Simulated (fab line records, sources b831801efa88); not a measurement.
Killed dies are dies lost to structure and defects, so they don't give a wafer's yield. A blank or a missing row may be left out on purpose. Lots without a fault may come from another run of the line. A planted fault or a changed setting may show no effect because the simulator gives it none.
Split-lot experiment | flow sfq_line | 5 lots, 23 wafers read, on a route of 325 steps

THE SPLIT
At SFQ_TRILAYER_C5_LITHO_COAT_156 (resist thk 62 nm), the setting resist_thk_nm was moved away from the recipe's 62 nm on 6 of the 23 wafers read, by -2.8% to +5.5%. The other wafers ran this setting at the recipe's value.

The file shows no step between the split and the reading.

THE READING
oes_product_au, in a.u., at SFQ_TRILAYER_C5_BARC_OPEN_VIA_ETCH_210 (etches BARC in O2, target depth 125 nm, time 41.7 s). Fault-free wafers of this fab line usually give 0.686 a.u., standard deviation 0.0046 a.u..

wafer  | tool, chamber at the split | resist_thk_nm as run, nm | against the recipe | oes_product_au, a.u. | against lot-mates on the recipe
L075.1 | litho_track-04, 0          | 62                       | recipe             | 0.687                | -
L075.2 | litho_track-04, 0          | 62                       | recipe             | 0.676                | -
L075.3 | litho_track-04, 0          | 65.44                    | +5.5%              | 0.702                | +0.019
L075.4 | litho_track-04, 0          | 62                       | recipe             | 0.685                | -
L075.5 | litho_track-04, 0          | 65.44                    | +5.5%              | 0.704                | +0.021
L076.1 | litho_track-02, 0          | 62                       | recipe             | 0.683                | -
L076.2 | litho_track-02, 0          | 65.05                    | +4.9%              | 0.705                | +0.021
L076.3 | litho_track-02, 0          | 62                       | recipe             | 0.682                | -
L076.4 | litho_track-02, 0          | 62                       | recipe             | 0.687                | -
L076.5 | litho_track-02, 0          | 65.05                    | +4.9%              | 0.701                | +0.017
L079.1 | litho_track-03, 0          | 62                       | recipe             | 0.692                | -
L079.3 | litho_track-03, 0          | 60.26                    | -2.8%              | 0.680                | -0.011
L079.4 | litho_track-03, 0          | 60.26                    | -2.8%              | 0.676                | -0.015
L079.5 | litho_track-03, 0          | 62                       | recipe             | 0.687                | -
L079.6 | litho_track-03, 0          | 62                       | recipe             | 0.693                | -
L082.1 | litho_track-04, 0          | 62                       | recipe             | 0.688                | -
L082.2 | litho_track-04, 0          | 62                       | recipe             | 0.681                | -
L082.4 | litho_track-04, 0          | 62                       | recipe             | 0.694                | -
L085.1 | litho_track-02, 0          | 62                       | recipe             | 0.683                | -
L085.2 | litho_track-02, 0          | 62                       | recipe             | 0.687                | -
L085.3 | litho_track-02, 0          | 62                       | recipe             | 0.689                | -
L085.4 | litho_track-02, 0          | 62                       | recipe             | 0.689                | -
L085.6 | litho_track-02, 0          | 62                       | recipe             | 0.689                | -

THE FIT
A straight line over all 23 wafers: oes_product_au changes by +0.00311 a.u. for each +1% of resist_thk_nm; r = +0.87; the points scatter about the line by 0.0041 a.u..
The same after taking each lot's own level away (the mean of its wafers on the recipe; 23 wafers): +0.00388 a.u. for each +1%; r = +0.94; scatter 0.0034 a.u..
On that fit, the largest move of resist_thk_nm shifts the reading by 0.022 a.u..
The lots' own levels span 0.6827 to 0.6907 a.u., that is 1.7 times the standard deviation above.
So the lot-to-lot level changes the slope: the two fits differ.
Check: with one of the wafers moved furthest among these (+5.5%) left out of the fit, the line predicts +0.0219 a.u. for it against its lot-mates. It came out at +0.0193 a.u. against them.

OTHER SPLITS ON THESE WAFERS
These wafers also went through other splits before the reading. Each is held against what the fit with the lots' levels taken away leaves over:
other split on the same wafers                               | wafers away from the commonest value | r with oes_product_au (lot level and that fit taken away)
SFQ_TRILAYER_I4_VIA_BARC_OPEN_VIA_ETCH_146 time_s            | 9                                    | +0.00
SFQ_TRILAYER_JJ_TRILAYER_DEP_SPUTTER_110 chamber_pressure_pa | 18                                   | +0.02
SFQ_TRILAYER_JJ_CE_LITHO_COAT_114 resist_thk_nm              | 6                                    | +0.01
SFQ_TRILAYER_M5_LITHO_EXPOSE_124 dose_mj                     | 11                                   | +0.09
SFQ_TRILAYER_M5_BARC_OPEN_METAL_ETCH_161 pressure_mtorr      | 15                                   | -0.08
SFQ_TRILAYER_R5_LITHO_COAT_136 spin_rpm                      | 4                                    | -0.08
SFQ_TRILAYER_I5_LITHO_PEB_147 peb_time_s                     | 8                                    | +0.04

THE WHOLE CHAIN: every reading that the file lists as answering this split, in the file's order
step                                   | what it does                                        | reading                                                                                    | change (the file's fit)                   | r (the file's)
SFQ_TRILAYER_C5_LITHO_COAT_156         | resist thk 62 nm                                    | BARC_of_TRILAYER_C5_LITHO_COAT_156.thk_nm (the simulator's own value, which no gauge read) | +0.621 nm for each +1% of the setting     | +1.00
SFQ_TRILAYER_C5_BARC_OPEN_VIA_ETCH_210 | etches BARC in O2, target depth 125 nm, time 41.7 s | oes_product_au                                                                             | +0.00385 a.u. for each +1% of the setting | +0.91
SFQ_TRILAYER_C5_BARC_OPEN_VIA_ETCH_210 | etches BARC in O2, target depth 125 nm, time 41.7 s | etch.depth_nm (the simulator's own value, which no gauge read)                             | +0.636 nm for each +1% of the setting     | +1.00

THE FILE'S OWN FIT
oes_product_au changes by +0.00385 a.u. for each +1% of resist_thk_nm, r = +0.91.
